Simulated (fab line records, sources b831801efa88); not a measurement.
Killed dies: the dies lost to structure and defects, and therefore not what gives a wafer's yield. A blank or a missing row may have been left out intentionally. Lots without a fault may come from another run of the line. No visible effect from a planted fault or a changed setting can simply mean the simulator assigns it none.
Which tool is to blame? -- flow gf180mcu -- Sampling: 12 lots, 36 wafers, 2 of 602 route steps

WHAT EACH GAUGE READ, for each wafer
GF_CONTACT_CD_MEAS_14: target cd 220 nm.
lot,measured,on,cd nm (nm)
L504,day 15 18:04,cd sem-01,220.3 220.9 221.3
L506,day 16 09:50,cd sem-02,219.7 219.4 219.4
L508,day 17 08:34,cd sem-01,218.2 218.9 219.8
L509,day 17 19:50,cd sem-01,221.2 221.8 220.8
L513,day 19 08:59,cd sem-01,220.7 220.6 220.6
L514,day 19 14:46,cd sem-01,220.2 221.0 220.3
L519,day 21 21:28,cd sem-01,222.1 221.5 221.9
L520,day 22 11:43,cd sem-01,219.6 219.0 220.6
L521,day 23 01:35,cd sem-02,222.0 220.5 220.7
L524,day 23 12:52,cd sem-01,222.1 219.8 220.8
L525,day 23 17:46,cd sem-02,221.1 218.7 220.1
L526,day 24 01:01,cd sem-02,221.3 221.1 222.1

EACH LOT AND THE TOOL THAT RAN IT (in order: tool; ch and the chambers of the sampled wafers; start)
lot,GF_CONTACT_CVD_02
L504,"pecvd-04 ch 1,2, day 14 19:55"
L506,"pecvd-04 ch 0,1,2, day 15 11:26"
L508,"pecvd-02 ch 0,2, day 16 09:14"
L509,"pecvd-02 ch 0,1, day 16 20:09"
L513,"pecvd-04 ch 0,1,2, day 18 08:12"
L514,"pecvd-01 ch 0,1,2, day 18 14:38"
L519,"pecvd-01 ch 0,1,2, day 20 20:56"
L520,"pecvd-04 ch 0,2, day 21 11:29"
L521,"pecvd-04 ch 0,1, day 22 02:29"
L524,"pecvd-01 ch 0,2, day 22 13:14"
L525,"pecvd-01 ch 0,1,2, day 22 18:50"
L526,"pecvd-02 ch 0,1,2, day 23 02:36"
- GF_CONTACT_CVD_02: deposits SiO2 from TEOS, target thk 860 nm, time 95.992 s.

AS READ BY THE TOOLS THEMSELVES (means over the sampled wafers that have a number; for cases with no such wafer, the mark the record gives instead)
GF_CONTACT_CVD_02.
lot,tool,heater power w (W)
L504,pecvd-04,696
L506,pecvd-04,563
L508,pecvd-02,669
L509,pecvd-02,573
L513,pecvd-04,603
L514,pecvd-01,707
L519,pecvd-01,661
L520,pecvd-04,663
L521,pecvd-04,628
L524,pecvd-01,700
L525,pecvd-01,640
L526,pecvd-02,672

THE ANSWER, worked out from the rows above alone
Rule: what is usual is taken from the lots themselves. The widest of any qualifying gaps counts: lots, ordered by their means at a reading, are off when they make up no more than a third of the lots, leave a main group of 4 or more, and stand apart from it by 3 or more times the standard deviation of that group's means. If all means in a main group match to the digits the tables above print for the reading, that group is not used. Also off: a lot with no number at a reading for which 4 or more lots have one. Any other lot the step has rows for is counted as sound. First the gauges in route order, then the tools' own readings, where a lot's mean is used as printed above. The first step at which some lot is off is used, and at that step the reading that is off furthest; a lot without a number counts as furthest.
No lot is off on any of the readings shown, so nothing can be concluded from this.

WHAT THE SIMULATOR PUT IN
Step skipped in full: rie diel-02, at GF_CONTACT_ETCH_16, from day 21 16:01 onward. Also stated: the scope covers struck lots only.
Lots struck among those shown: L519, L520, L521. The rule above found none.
